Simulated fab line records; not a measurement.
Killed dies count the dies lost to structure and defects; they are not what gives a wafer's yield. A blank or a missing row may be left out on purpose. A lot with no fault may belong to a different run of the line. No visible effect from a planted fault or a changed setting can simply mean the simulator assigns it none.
One fault through the eyes of 2 desks + flow gf180mcu + numbers are kept per desk, each desk with only its own; the story behind them comes last

== TOOL OWNER'S DESK, pvdSputter-02 ==
The tool's own readings at GF_M3_SPUTTER_02 (material AlCu, target thk 450 nm, time 23.9 s): means of the sampled wafers that have a number, for each lot that ran on this tool. Marked OUT: a lot whose mean sits more than 4 standard deviations from the usual mean, which makes it out of limits; the brackets give that distance.
Columns: A = cathodeDcPowerW at GF_M3_SPUTTER_02, usual 10600 W; B = chamberPressurePa at GF_M3_SPUTTER_02, usual 0.4001 Pa; C = throttleValvePct at GF_M3_SPUTTER_02, usual 30.5 %
| lot  | first seen here | A     | B      | C    |
|------|-----------------|-------|--------|------|
| L830 | day 20 01:05    | 10599 | 0.3997 | 30.5 |
| L831 | day 20 16:35    | 10602 | 0.3999 | 30.7 |
| L832 | day 21 09:31    | 10600 | 0.4006 | 30.9 |
| L835 | day 21 23:59    | 10599 | 0.3996 | 30.9 |
| L836 | day 22 23:56    | 10600 | 0.4002 | 30.9 |
| L839 | day 23 12:51    | 10601 | 0.3997 | 30.3 |
| L849 | day 26 18:25    | 10601 | 0.3997 | 31.1 |
| L850 | day 27 07:29    | 10599 | 0.3997 | 30.6 |
| L852 | day 27 23:50    | 10598 | 0.4002 | 30.5 |
Result from this desk: across the 9 lots, nothing is out of limits.

== METROLOGY DESK ==
Lot by lot, what the gauges showed, no matter which tool ran the lot: averages of those sampled wafers that carry a number. Marked OUT: a lot whose mean sits more than 4 standard deviations from the usual mean, which makes it out of limits; the brackets give that distance.
Columns: A = M3_ALCU_RS at GF_M3_RS_MEAS_05, usual 0.0694 ohm/sq; B = M3_ALCU_THK at GF_M3_THK_MEAS_06, usual 446 nm
| lot  | first seen here | A                 | B             |
|------|-----------------|-------------------|---------------|
| L830 | day 20 01:11    | 0.0704            | 436           |
| L831 | day 20 16:43    | 0.0695            | 441           |
| L832 | day 21 09:36    | 0.0697            | 440           |
| L835 | day 22 00:05    | 0.0688            | 449           |
| L836 | day 23 00:02    | 0.0565 (-15) OUT  | 576 (+18) OUT |
| L839 | day 23 12:56    | 0.0609 (-9.8) OUT | 526 (+11) OUT |
| L848 | day 26 13:57    | 0.0687            | 453           |
| L849 | day 26 18:33    | 0.0693            | 449           |
| L850 | day 27 07:38    | 0.0698            | 443           |
| L851 | day 27 15:02    | 0.0681            | 451           |
| L852 | day 27 23:56    | 0.0691            | 451           |
Per this desk, out of limits: L836, L839; the first was L836, day 23 00:02 (M3_ALCU_RS at GF_M3_RS_MEAS_05). L830, L831, L832, L835, L848, L849, L850, L851, L852: within limits.

== PUT TOGETHER ==
The metrology desk could have raised an alarm at day 23 00:02, on L836, L839.
Nothing out of limits was seen by the tool owner's desk.
Tool owner's desk: L836, L839 on record, inside its limits.
Of the lots named, all ran GF_M3_SPUTTER_02 on pvdSputter-02.

== WHAT THE SIMULATOR HAD INSERTED ==
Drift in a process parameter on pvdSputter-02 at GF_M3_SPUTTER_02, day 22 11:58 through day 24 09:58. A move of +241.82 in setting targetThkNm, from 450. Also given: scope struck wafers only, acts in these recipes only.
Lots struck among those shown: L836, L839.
Per desk, hours elapsed from the start of the fault to the first reading out of limits: for the metrology desk, 12.
